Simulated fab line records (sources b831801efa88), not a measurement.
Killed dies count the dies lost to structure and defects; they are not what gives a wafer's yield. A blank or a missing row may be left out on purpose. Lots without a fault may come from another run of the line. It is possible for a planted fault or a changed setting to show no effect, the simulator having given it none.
Matching of chambers || flow gf180mcu || cmp-02 running GF_V2_CMP_26: 4 sister chambers
The step polishes, stops on SiO2, t overpolish 15 s, target thk 0 nm. 16 wafers are shown with their chamber, then 8 later ones without.

## WAFERS PAIRED WITH THEIR CHAMBERS
{"wafer": "L318.2", "chamber": 3, "overpolish-run-s (s)": 14.987, "motor-current-A (A)": 10.6, "time-to-endpoint-s (s)": 83}
{"wafer": "L318.3", "chamber": 2, "overpolish-run-s (s)": 15.030, "motor-current-A (A)": 11.2, "time-to-endpoint-s (s)": 84}
{"wafer": "L318.5", "chamber": 1, "overpolish-run-s (s)": 15.001, "motor-current-A (A)": 11.6, "time-to-endpoint-s (s)": 87}
{"wafer": "L322.2", "chamber": 2, "overpolish-run-s (s)": 15.033, "motor-current-A (A)": 9.8, "time-to-endpoint-s (s)": 88}
{"wafer": "L322.4", "chamber": 0, "overpolish-run-s (s)": 14.993, "motor-current-A (A)": 10.4, "time-to-endpoint-s (s)": 89}
{"wafer": "L322.6", "chamber": 3, "overpolish-run-s (s)": 14.995, "motor-current-A (A)": 11.0, "time-to-endpoint-s (s)": 86}
{"wafer": "L325.1", "chamber": 0, "overpolish-run-s (s)": 15.010, "motor-current-A (A)": 11.3, "time-to-endpoint-s (s)": 91}
{"wafer": "L325.2", "chamber": 3, "overpolish-run-s (s)": 14.990, "motor-current-A (A)": 10.6, "time-to-endpoint-s (s)": 84}
{"wafer": "L325.6", "chamber": 3, "overpolish-run-s (s)": 14.992, "motor-current-A (A)": 10.9, "time-to-endpoint-s (s)": 89}
{"wafer": "L327.1", "chamber": 3, "overpolish-run-s (s)": 15.002, "motor-current-A (A)": 10.9, "time-to-endpoint-s (s)": 83}
{"wafer": "L327.4", "chamber": 1, "overpolish-run-s (s)": 15.003, "motor-current-A (A)": 11.9, "time-to-endpoint-s (s)": 92}
{"wafer": "L327.5", "chamber": 1, "overpolish-run-s (s)": 14.998, "motor-current-A (A)": 11.7, "time-to-endpoint-s (s)": 92}
{"wafer": "L328.1", "chamber": 3, "overpolish-run-s (s)": 14.994, "motor-current-A (A)": 10.9, "time-to-endpoint-s (s)": 87}
{"wafer": "L328.3", "chamber": 0, "overpolish-run-s (s)": 15.002, "motor-current-A (A)": 11.1, "time-to-endpoint-s (s)": 90}
{"wafer": "L328.4", "chamber": 1, "overpolish-run-s (s)": 14.997, "motor-current-A (A)": 11.7, "time-to-endpoint-s (s)": 88}
{"wafer": "L329.2", "chamber": 0, "overpolish-run-s (s)": 14.998, "motor-current-A (A)": 10.3, "time-to-endpoint-s (s)": 85}

SIGNATURES, as means of the wafers listed above
{"reading": "overpolish-run-s", "chamber 0": 15.00075, "chamber 1": 14.99975, "chamber 2": 15.03150, "chamber 3": 14.99333, "scatter within a chamber": 0.00511}
{"reading": "motor-current-A", "chamber 0": 10.775, "chamber 1": 11.725, "chamber 2": 10.500, "chamber 3": 10.817, "scatter within a chamber": 0.4}
{"reading": "time-to-endpoint-s", "chamber 0": 88.75, "chamber 1": 89.75, "chamber 2": 86.00, "chamber 3": 85.33, "scatter within a chamber": 2.56}
Rule: for a wafer and a chamber, the distance is found by dividing, reading by reading, the gap between the wafer's reading and the chamber's mean by the reading's scatter, squaring, summing and taking the root. If the next closest chamber is less than 2 further off than the closest, the wafer can't be placed; otherwise it belongs to the closest. The scatter: the root of (the sum of the squares of (reading less its chamber's mean) over the shown wafers, divided by (wafers less chambers)).

## WAFERS WITHOUT THEIR CHAMBER
{"wafer": "L329.5", "overpolish-run-s (s)": 15.014, "motor-current-A (A)": 10.4, "time-to-endpoint-s (s)": 84}
{"wafer": "L329.6", "overpolish-run-s (s)": 14.993, "motor-current-A (A)": 10.6, "time-to-endpoint-s (s)": 84}
{"wafer": "L339.4", "overpolish-run-s (s)": 14.996, "motor-current-A (A)": 12.2, "time-to-endpoint-s (s)": 86}
{"wafer": "L339.5", "overpolish-run-s (s)": 15.010, "motor-current-A (A)": 11.7, "time-to-endpoint-s (s)": 87}
{"wafer": "L339.6", "overpolish-run-s (s)": 14.997, "motor-current-A (A)": 11.2, "time-to-endpoint-s (s)": 87}
{"wafer": "L341.1", "overpolish-run-s (s)": 15.001, "motor-current-A (A)": 10.7, "time-to-endpoint-s (s)": 84}
{"wafer": "L341.2", "overpolish-run-s (s)": 15.002, "motor-current-A (A)": 10.1, "time-to-endpoint-s (s)": 80}
{"wafer": "L341.3", "overpolish-run-s (s)": 15.021, "motor-current-A (A)": 10.5, "time-to-endpoint-s (s)": 87}

## CHAMBER TAKEN BY EACH
{"wafer": "L329.5", "from the rows above": "can't be placed: 0 or 2 or 3 or 1", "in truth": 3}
{"wafer": "L329.6", "from the rows above": "can't be placed: 3 or 0", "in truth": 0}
{"wafer": "L339.4", "from the rows above": "can't be placed: 1 or 3 or 0", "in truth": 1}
{"wafer": "L339.5", "from the rows above": "can't be placed: 1 or 0 or 3", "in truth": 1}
{"wafer": "L339.6", "from the rows above": "can't be placed: 3 or 0 or 1", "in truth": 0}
{"wafer": "L341.1", "from the rows above": "can't be placed: 3 or 0 or 1", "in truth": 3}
{"wafer": "L341.2", "from the rows above": "can't be placed: 3 or 0", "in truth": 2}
{"wafer": "L341.3", "from the rows above": "can't be placed: 2 or 0", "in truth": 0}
0 of 8 placed correctly. From these rows, 8 cannot be placed; in 7 the true chamber is one of the candidates. Wrongly placed: 0.
